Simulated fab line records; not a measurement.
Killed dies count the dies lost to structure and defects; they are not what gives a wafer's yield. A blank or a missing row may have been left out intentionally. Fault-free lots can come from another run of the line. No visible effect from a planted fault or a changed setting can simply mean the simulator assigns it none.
fab line records -- flow sky130
record lots=6, wafers=18, last-day=49
route steps=708 shown CAP2M@620 METAL4@621 PAD_OPEN@708
lots that met no fault: taken from a fault-free run of the same line
start-h: start of the lot's first displayed wafer, in hours after the record's first day -- wait-h: how many hours have passed since the lot's step before this one -- " the same as in the row above -- L1.1+2: a row that stands for several wafers -- - no value, or no start given -- * or withheld: withheld -- < > ~ a bound
route shown NAME@n: a module of which the file shows steps, and the number in the route of the first -- usual: mean/standard deviation taken from wafers without a fault -- same: alike in all rows -- chamber/n: place in a boat -- sites: each site's reading -- _std_site: the standard deviation of these -- _edge_site: inner sites' mean taken away from outer sites' mean -- radius-mm: for every site, how far away it sits from the centre of the wafer -- mask NAME#n: copy n -- behind: the most recent tool/chamber to have shaped the wafer -- hold: why the lot went on hold/how many hours it stayed there/how the hold came to an end -- device: names the non-switching transistor (n, p or np) -- end of line: the same wafers' tests at the end of the route -- where a step has no rows: the recipe by itself -- killed: the dies lost at the first sort to structure and to defects; this is not the yield of the wafer -- map: a wafer's dies, x killed, . not, _ none there
set.NAME: the setting that was run; set.NAME@STEP: the one run at that earlier step -- model.NAME: the simulator's own value behind a step, which no gauge read
lots at some steps of the route; a table a step, a row a wafer
services: the hour from which a tool's chamber was out of use, counted from the record's first day as start-h (under 0 if before that day), plus the number of hours and why
## steps
# step SKY_CAP2M_CLEAN_17
# recipe chemistry=O3/DIW, dry=n2-spin
# step SKY_METAL4_DEHYDRATE_05
# recipe temp-c=200, time-s=60
# step SKY_METAL4_HMDS_06
# recipe prime-time-s=60, prime-temp-c=120
# step SKY_METAL4_COAT_07
# recipe resist=BARC, temp-c=withheld, time-s=withheld, spin-rpm=3000, resist-thk-nm=60
# step SKY_METAL4_COAT_08
# recipe resist=KrF-thick, spin-rpm=3000, resist-thk-nm=1140
# step SKY_METAL4_SOFTBAKE_09
# recipe temp-c=100, time-s=90, resist=KrF-thick
# step SKY_METAL4_EXPOSE_10
# recipe mask-id=MM4, na=0.68, source-shape=annular, sigma-inner=0.4, sigma-outer=0.8, target-cd-nm=300, dose-mj=28
# step SKY_METAL4_PEB_11
# recipe peb-temp-c=withheld, peb-time-s=withheld, resist=KrF-thick
# step SKY_METAL4_DEVELOP_12
# recipe develop-time-s=60, resist=KrF-thick, dev-temp-c=21
# step SKY_METAL4_CD_MEAS_13
# recipe target-cd-nm=300
# usual cd-nm=299.7/1.4
lot.wafer,tool,chamber,start-h,wait-h,cd-nm
L496.2,cd-sem-02,-,976.66,-,302.2
L496.3,cd-sem-02,-,976.66,-,301.8
L496.5,cd-sem-02,-,976.66,-,301.5
L498.1,cd-sem-01,-,981.99,-,298.5
L498.2,cd-sem-01,-,981.99,-,299.5
L498.3,cd-sem-01,-,981.99,-,299.2
L503.3,cd-sem-01,-,1016.04,-,296.4
L503.4,cd-sem-01,-,1016.04,-,297.6
L503.5,cd-sem-01,-,1016.04,-,299.0
L502.3,cd-sem-02,-,1019.54,-,298.1
L502.5,cd-sem-02,-,1019.54,-,299.1
L502.6,cd-sem-02,-,1019.54,-,298.1
L507.1,cd-sem-02,-,1054.84,-,297.0
L507.5,cd-sem-02,-,1054.84,-,299.1
L507.6,cd-sem-02,-,1054.84,-,300.5
L514.4,cd-sem-02,-,1104.75,-,296.6
L514.5,cd-sem-02,-,1104.75,-,296.8
L514.6,cd-sem-02,-,1104.75,-,296.4
# step SKY_METAL4_OVL_MEAS_14
# usual METAL4_OVL=-2/5.4
lot.wafer,tool,chamber,start-h,wait-h,METAL4_OVL[nm]
L496.2,overlay-02,-,976.77,0.1,-5
L496.3,overlay-02,-,976.77,0.1,1
L496.5,overlay-02,-,976.77,0.1,0
L498.1,overlay-02,-,982.11,0.1,-10
L498.2,overlay-02,-,982.11,0.1,-8
L498.3,overlay-02,-,982.11,0.1,-7
L503.3,overlay-01,-,1016.13,0.1,-7
L503.4,overlay-01,-,1016.13,0.1,-1
L503.5,overlay-01,-,1016.13,0.1,-6
L502.3,overlay-01,-,1019.63,0.1,3
L502.5,overlay-01,-,1019.63,0.1,2
L502.6,overlay-01,-,1019.63,0.1,-4
L507.1,overlay-02,-,1054.96,0.1,-6
L507.5,overlay-02,-,1054.96,0.1,-6
L507.6,overlay-02,-,1054.96,0.1,-10
L514.4,overlay-01,-,1104.83,0.1,6
L514.5,overlay-01,-,1104.83,0.1,-2
L514.6,overlay-01,-,1104.83,0.1,1
# step SKY_METAL4_DESCUM_15
# recipe chemistry=O2, source-power-w=150, bias-power-w=0, pressure-mtorr=10, temp-c=40, time-s=8
# usual drypump-motor-current-A=6.07/0.25, oes-product-au=0.992/0.01
lot.wafer,tool,chamber,start-h,wait-h,drypump-motor-current-A,oes-product-au,rf-hours-counter-h
L496.2,rie-metal-04,1,976.80,0.0,6.32,0.977,10
L496.3,rie-metal-04,1,976.80,0.0,6.35,0.983,-
L496.5,rie-metal-04,0,976.80,0.0,6.07,0.987,-
L498.1,rie-metal-03,0,982.14,0.0,5.77,0.987,21
L498.2,rie-metal-03,1,982.14,0.0,6.20,0.988,9
L498.3,rie-metal-03,1,982.14,0.0,6.19,0.984,-
L503.3,rie-metal-03,1,1016.18,0.0,6.18,0.983,-
L503.4,rie-metal-03,1,1016.18,0.0,6.21,0.991,-
L503.5,rie-metal-03,1,1016.18,0.0,6.17,0.991,-
L502.3,rie-metal-04,1,1019.67,0.0,6.33,0.984,-
L502.5,rie-metal-04,1,1019.67,0.0,6.33,0.980,-
L502.6,rie-metal-04,0,1019.67,0.0,6.06,0.995,-
L507.1,rie-metal-03,0,1055.00,0.0,5.78,1.004,2
L507.5,rie-metal-03,0,1055.00,0.0,5.76,1.005,-
L507.6,rie-metal-03,1,1055.00,0.0,6.17,0.999,-
L514.4,rie-metal-04,1,1104.86,0.0,6.33,0.967,-
L514.5,rie-metal-04,1,1104.86,0.0,6.32,0.976,-
L514.6,rie-metal-04,0,1104.86,0.0,6.10,0.985,-
# step SKY_METAL4_ETCH_16
# recipe chemistry=N2/H2, target=BARC, ion-energy-ev=200, bias-w=100, pressure-mtorr=30, n2-flow-sccm=100, h2-flow-sccm=200, icp-w=500, stop-on=SiO2, time-s=88.2, target-depth-a=600
# usual drypump-motor-current-A=6.08/0.26, h2-flow-sccm=200.0/0.56, oes-product-au=0.625/0.0046, run-length-s=116.6/0.53, throttle-valve-pct=13.205/0.0096
lot.wafer,tool,chamber,start-h,wait-h,drypump-motor-current-A,h2-flow-sccm,oes-product-au,rf-hours-counter-h,run-length-s,throttle-valve-pct,model.KrF-thick_of_METAL4_COAT_08.thk-nm,model.METAL4.cd-nm
L496.2,rie-metal-04,1,976.83,0.0,6.36,199.2,0.629,10,116.3,13.211,1076,302.3
L496.3,rie-metal-04,1,976.83,0.0,6.33,199.2,0.624,-,115.7,13.198,1071,301.2
L496.5,rie-metal-04,0,976.83,0.0,6.10,199.8,0.621,-,116.4,13.207,1076,302.4
L498.1,rie-metal-03,0,982.17,0.0,5.75,198.4,0.623,21,116.7,13.204,1075,298.4
L498.2,rie-metal-03,1,982.17,0.0,6.17,200.0,0.626,9,117.1,13.209,1072,297.4
L498.3,rie-metal-03,1,982.17,0.0,6.16,199.2,0.633,-,117.0,13.192,1078,297.8
L503.3,rie-metal-03,1,1016.29,0.1,6.22,199.6,0.789,-,94.0,13.222,1091,300.8
L503.4,rie-metal-03,1,1016.29,0.1,6.19,199.6,0.783,-,93.9,13.227,1085,301.6
L503.5,rie-metal-03,1,1016.29,0.1,6.18,200.7,0.787,-,94.3,13.211,1089,302.5
L502.3,rie-metal-04,1,1019.72,0.0,6.37,200.3,0.618,-,115.8,13.225,1078,297.6
L502.5,rie-metal-04,1,1019.72,0.0,6.34,200.5,0.618,-,115.8,13.200,1080,299.4
L502.6,rie-metal-04,0,1019.72,0.0,6.10,198.9,0.624,-,116.5,13.213,1077,298.8
L507.1,rie-metal-03,0,1055.03,0.0,5.72,200.2,0.802,2,93.4,13.222,1088,299.9
L507.5,rie-metal-03,0,1055.03,0.0,5.78,199.9,0.789,-,93.7,13.240,1089,302.2
L507.6,rie-metal-03,1,1055.03,0.0,6.19,200.4,0.792,-,94.0,13.216,1088,303.9
L514.4,rie-metal-04,1,1104.91,0.0,6.33,199.5,0.626,-,116.0,13.207,1078,298
L514.5,rie-metal-04,1,1104.91,0.0,6.33,200.2,0.628,-,116.0,13.218,1079,298.1
L514.6,rie-metal-04,0,1104.91,0.0,6.08,199.1,0.630,-,116.3,13.225,1075,296.9
# step SKY_METAL4_ETCH_17
# recipe target=SiO2, stop-on=TiN, chemistry=C4F8/O2/Ar, source-w=1500, bias-w=1200, pressure-mtorr=40, c4f8-flow-sccm=withheld, O2_flow_sccm=6, Ar_flow_sccm=300, time-s=3.9, target-depth-a=150
# usual oes-product-au=0.752/0.0076
lot.wafer,tool,chamber,start-h,wait-h,oes-product-au,rf-hours-counter-h,model.METAL4.cd-nm
L496.2,rie-diel-03,0,976.93,0.1,0.760,17,302.3
L496.3,rie-diel-03,1,976.93,0.1,0.751,17,301.2
L496.5,rie-diel-03,2,976.93,0.1,0.760,-,302.4
L498.1,rie-diel-02,3,982.27,0.1,0.754,18,298.5
L498.2,rie-diel-02,1,982.27,0.1,0.741,10,297.5
L498.3,rie-diel-02,0,982.27,0.1,0.750,14,297.8
L503.3,rie-diel-03,1,1016.42,0.1,0.756,18,300.8
L503.4,rie-diel-03,0,1016.42,0.1,0.760,18,301.8
L503.5,rie-diel-03,3,1016.42,0.1,0.756,-,302.6
L502.3,rie-diel-02,1,1019.79,0.0,0.732,11,297.6
L502.5,rie-diel-02,3,1019.79,0.0,0.756,-,299.4
L502.6,rie-diel-02,1,1019.79,0.0,0.769,-,298.8
L507.1,rie-diel-02,0,1055.13,0.1,0.742,16,299.8
L507.5,rie-diel-02,0,1055.13,0.1,0.757,-,302.1
L507.6,rie-diel-02,1,1055.13,0.1,0.752,-,304
L514.4,rie-diel-04,1,1104.98,0.0,0.757,30,298
L514.5,rie-diel-04,1,1104.98,0.0,0.742,-,298.1
L514.6,rie-diel-04,2,1104.98,0.0,0.767,-,296.8
# step SKY_METAL4_METAL_ETCH_18
# recipe target-depth-a=8450, stop-on=SiO2, over-etch-frac=0.3, time-s=183.1, chemistry=Cl2/BCl3, resist-sidewall-deg=88, pressure-mtorr=10, icp-w=900, bias-w=48.5, Cl2_flow_sccm=60, bcl3-flow-sccm=30
# usual drypump-motor-current-A=6.01/0.29, oes-product-au=0.864/0.0074, run-length-s=211.5/0.49, throttle-valve-pct=22.264/0.009
lot.wafer,tool,chamber,start-h,wait-h,drypump-motor-current-A,oes-product-au,rf-hours-counter-h,run-length-s,throttle-valve-pct,model.KrF-thick_of_METAL4_COAT_08.thk-nm
L496.2,rie-metal-01,1,976.95,0.0,6.27,0.848,2,211.4,22.271,532.4
L496.3,rie-metal-01,1,976.95,0.0,6.27,0.860,-,211.4,22.272,528.3
L496.5,rie-metal-01,0,976.95,0.0,5.49,0.853,-,211.3,22.276,531.1
L498.1,rie-metal-04,0,982.29,0.0,6.09,0.862,13,211.2,22.256,530.1
L498.2,rie-metal-04,1,982.29,0.0,6.38,0.858,10,211.0,22.262,535.8
L498.3,rie-metal-04,1,982.29,0.0,6.31,0.872,-,210.5,22.288,543.4
L503.3,rie-metal-01,0,1016.50,0.1,5.53,0.861,-,211.5,22.259,547.9
L503.4,rie-metal-01,1,1016.50,0.1,6.25,0.866,-,211.8,22.261,545.3
L503.5,rie-metal-01,1,1016.50,0.1,6.25,0.867,-,211.9,22.261,543.2
L502.3,rie-metal-03,1,1019.92,0.1,6.18,0.864,-,212.1,22.272,532.1
L502.5,rie-metal-03,1,1019.92,0.1,6.18,0.856,-,212.1,22.268,534.5
L502.6,rie-metal-03,1,1019.92,0.1,6.17,0.853,-,211.9,22.260,532.1
L507.1,rie-metal-04,0,1055.15,0.0,6.07,0.867,18,211.5,22.263,549.2
L507.5,rie-metal-04,1,1055.15,0.0,6.34,0.861,-,210.5,22.255,554.8
L507.6,rie-metal-04,0,1055.15,0.0,6.09,0.866,-,211.8,22.275,544.6
L514.4,rie-metal-03,0,1105.06,0.1,5.73,0.879,-,211.7,22.263,526.7
L514.5,rie-metal-03,0,1105.06,0.1,5.75,0.861,-,211.5,22.279,526.8
L514.6,rie-metal-03,1,1105.06,0.1,6.19,0.870,-,212.2,22.269,528.4
# step SKY_METAL4_STRIP_19
# recipe chemistry=O2/N2, power-w=1400, pressure-mtorr=1500, platen-temp-c=withheld, o2-flow-sccm=3000, n2-flow-sccm=300, overash-fraction=0.5
# usual drypump-motor-current-A=6.1/0.53, oes-product-au=0.505/0.0056, strip-time-to-endpoint-s=6.60/0.087
lot.wafer,tool,chamber,start-h,wait-h,drypump-motor-current-A,oes-product-au,rf-hours-counter-h,strip-time-to-endpoint-s
L496.2,plasma-asher-03,1,977.12,0.1,6.4,0.503,57,6.59
L496.3,plasma-asher-03,0,977.12,0.1,5.7,0.503,-,6.54
L496.5,plasma-asher-03,1,977.12,0.1,6.3,0.499,-,6.57
L498.1,plasma-asher-01,0,982.48,0.1,6.3,0.508,87,6.58
L498.2,plasma-asher-01,1,982.48,0.1,6.4,0.507,87,6.63
L498.3,plasma-asher-01,0,982.48,0.1,6.3,0.511,-,6.70
L503.3,plasma-asher-04,0,1016.65,0.1,5.2,0.507,-,6.74
L503.4,plasma-asher-04,1,1016.65,0.1,6.7,0.504,-,6.71
L503.5,plasma-asher-04,0,1016.65,0.1,5.2,0.506,-,6.69
L502.3,plasma-asher-04,0,1020.19,0.2,5.2,0.500,-,6.60
L502.5,plasma-asher-04,1,1020.19,0.2,6.7,0.505,-,6.62
L502.6,plasma-asher-04,0,1020.19,0.2,5.2,0.500,-,6.61
L507.1,plasma-asher-03,1,1055.32,0.1,6.4,0.510,65,6.76
L507.5,plasma-asher-03,1,1055.32,0.1,6.3,0.513,-,6.81
L507.6,plasma-asher-03,0,1055.32,0.1,5.7,0.508,-,6.71
L514.4,plasma-asher-04,1,1105.21,0.1,6.8,0.512,-,6.52
L514.5,plasma-asher-04,0,1105.21,0.1,5.2,0.501,-,6.54
L514.6,plasma-asher-04,1,1105.21,0.1,6.7,0.504,-,6.56
# step SKY_PAD_OPEN_PROBE_99
# usual defect-limited-yield=82.6/2, killed_at_M0_to_M3=43/7.3, killed_at_M4_up=3.4/1.7, killed-at-contacts=24/4.5, killed-at-front-end=16/4.4, killed-at-other=0.2/0.51, killed-dies=86/9.7, killed-open=46/6.6, killed-short=39/7.1, sort_bin_3_pad_short=0.9/0.45, sort_bin_5_function=10.4/1.4, sort_bin_6_memory=6.2/1.2, sort-n-pass=406/9.7, sort-yield-pct=82.6/2
# same gross-dies=492, killed-at-back-side=0, sort_bin_4_leakage[%]=0, sort_bin_8_speed[%]=0
lot.wafer,tool,chamber,start-h,wait-h,defect-limited-yield[%],killed_at_M0_to_M3,killed_at_M4_up,killed-at-contacts,killed-at-front-end,killed-at-other,killed-dies,killed-open,killed-short,sort_bin_3_pad_short[%],sort_bin_5_function[%],sort_bin_6_memory[%],sort-n-pass,sort-yield-pct[%]
L496.2,prober-02,-,1072.83,0.1,79.3,57,2,22,21,0,102,56,46,1.2,12.2,7.3,390,79.3
L496.3,prober-02,-,1072.88,0.2,83.7,30,2,30,18,0,80,33,47,1.0,9.1,6.1,412,83.7
L496.5,prober-02,-,1072.98,0.2,81.7,42,3,28,17,0,90,45,45,1.4,9.3,7.5,402,81.7
L502.3,prober-01,-,1109.66,0.2,84.8,33,4,25,13,0,75,35,40,1.4,9.3,4.5,417,84.8
L502.5,prober-01,-,1109.76,0.2,80.3,54,4,20,19,0,97,44,53,1.6,12.0,6.1,395,80.3
L502.6,prober-01,-,1109.81,0.2,84.8,37,2,23,13,0,75,41,34,0.6,8.1,6.5,417,84.8
L507.1,prober-01,-,1139.17,0.1,82.1,41,2,26,18,1,88,53,35,0.2,11.6,6.1,404,82.1
L507.5,prober-01,-,1139.37,0.2,84.6,31,2,23,20,0,76,44,32,0.4,8.3,6.7,416,84.6
L507.6,prober-01,-,1139.42,0.2,81.5,37,3,23,28,0,91,48,43,1.0,10.8,6.7,401,81.5
# killed by level:class
L496.2 VIA1:geometric-particle:open=18 METAL2:geometric-particle:short=11 VIA2:geometric-particle:open=11 CONTACT:geometric-particle:open=6 FIELD_ISO:geometric-particle:open=5 POLY_GATE:geometric-particle:open=5 LI_CONTACT:geometric-particle:short=5 METAL1:geometric-particle:short=5
L496.3 CONTACT:geometric-particle:open=10 POLY_GATE:geometric-particle:short=7 METAL2:geometric-particle:short=7 LOCAL_INTERCONNECT:geometric-particle:short=6 VIA1:geometric-particle:open=6 LI_CONTACT:geometric-particle:open=5 LI_CONTACT:geometric-particle:short=4 CONTACT:geometric-particle:short=4
L496.5 LI_CONTACT:geometric-particle:open=10 VIA1:geometric-particle:open=8 LOCAL_INTERCONNECT:geometric-particle:short=7 METAL2:geometric-particle:short=6 FIELD_ISO:geometric-particle:short=5 CONTACT:geometric-particle:open=5 VIA1:geometric-particle:short=5 VIA2:geometric-particle:short=5
L502.3 LOCAL_INTERCONNECT:geometric-particle:short=7 CONTACT:geometric-particle:short=6 VIA2:geometric-particle:open=6 METAL1:geometric-particle:short=6 FIELD_ISO:geometric-particle:open=4 POLY_GATE:geometric-particle:short=4 METAL2:geometric-particle:short=4 CONTACT:geometric-particle:open=4
L502.5 VIA3:geometric-particle:open=10 METAL2:geometric-particle:short=10 VIA1:geometric-particle:open=8 FIELD_ISO:geometric-particle:short=7 CONTACT:geometric-particle:open=7 VIA2:geometric-particle:short=6 VIA2:geometric-particle:open=6 LI_CONTACT:geometric-particle:open=6
L502.6 VIA2:geometric-particle:open=13 CONTACT:geometric-particle:open=11 METAL2:geometric-particle:short=6 FIELD_ISO:geometric-particle:short=5 CONTACT:geometric-particle:short=5 VIA1:geometric-particle:short=5 LOCAL_INTERCONNECT:geometric-particle:short=4 POLY_GATE:geometric-particle:open=3
L507.1 VIA2:geometric-particle:open=12 CONTACT:geometric-particle:open=9 VIA3:geometric-particle:open=9 VIA1:geometric-particle:open=8 LOCAL_INTERCONNECT:geometric-particle:short=7 METAL2:geometric-particle:short=6 POLY_GATE:geometric-particle:short=5 FIELD_ISO:geometric-particle:open=4
L507.5 VIA2:geometric-particle:open=10 CONTACT:geometric-particle:open=10 FIELD_ISO:geometric-particle:short=7 VIA1:geometric-particle:open=7 LOCAL_INTERCONNECT:geometric-particle:short=5 CONTACT:geometric-particle:short=5 FIELD_ISO:geometric-particle:open=4 POLY_GATE:geometric-particle:open=4
L507.6 VIA1:geometric-particle:open=12 FIELD_ISO:geometric-particle:open=8 CONTACT:geometric-particle:short=8 POLY_GATE:geometric-particle:open=7 POLY_GATE:geometric-particle:short=6 LI_CONTACT:geometric-particle:open=5 CONTACT:geometric-particle:open=5 METAL1:geometric-particle:short=4
## services
tool,chamber,start-h,hours,kind
plasma-asher-04,-,980.15,4.3,pm
rie-metal-01,-,980.42,0.4,repair
plasma-asher-01,-,995.79,9.6,repair
rie-metal-03,0,997.53,-,clean
rie-metal-03,0,997.53,24.1,scheduled-down
rie-metal-03,0,997.53,24.1,vent-cycle
rie-diel-04,-,1007.82,2.8,pm
rie-diel-02,2,1009.68,12.5,repair
plasma-asher-03,-,1010.90,2.8,pm
rie-diel-04,-,1028.51,0.6,repair
rie-diel-02,2,1033.80,4.3,repair
rie-metal-04,1,1048.17,2.6,repair
rie-diel-03,2,1055.07,6.5,repair
rie-metal-04,0,1056.61,1.1,repair
rie-diel-04,-,1063.35,0.6,repair
plasma-asher-04,-,1071.51,1.7,repair
plasma-asher-04,-,1076.18,2.8,pm
plasma-asher-01,-,1084.12,15.0,repair
plasma-asher-04,-,1098.00,0.7,repair
plasma-asher-01,-,1099.07,2.8,pm
plasma-asher-01,-,1101.82,4.3,pm
## key
first-sign step=SKY_METAL4_ETCH_16, reading=run-length-s, direction=down, sigmas=43, usual=*, struck=*
effect step=SKY_METAL4_ETCH_16, reading=oes-product-au, direction=up, sigmas=36, usual=0.625, struck=0.790
model-effect step=SKY_METAL4_ETCH_16, value=KrF-thick_of_METAL4_COAT_08.thk-nm, without=1075, struck=1088
model-effect step=SKY_METAL4_ETCH_17, value=METAL4.cd-nm, without=297.5, struck=301.9
model-effect step=SKY_METAL4_METAL_ETCH_18, value=KrF-thick_of_METAL4_COAT_08.thk-nm, without=534.6, struck=547.5
met-at SKY_METAL4_ETCH_16
struck-wafers L503.3,L503.4,L503.5,L507.1,L507.5,L507.6
onset-between 982.17 1016.29
fault kind=process-parameter-drift, tool=rie-metal-03, chamber=-, onset-h=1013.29, steps=SKY_METAL4_ETCH_16, channel=time-s, offset=*, shape=step, end-h=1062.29, acts-in=*, stated=*
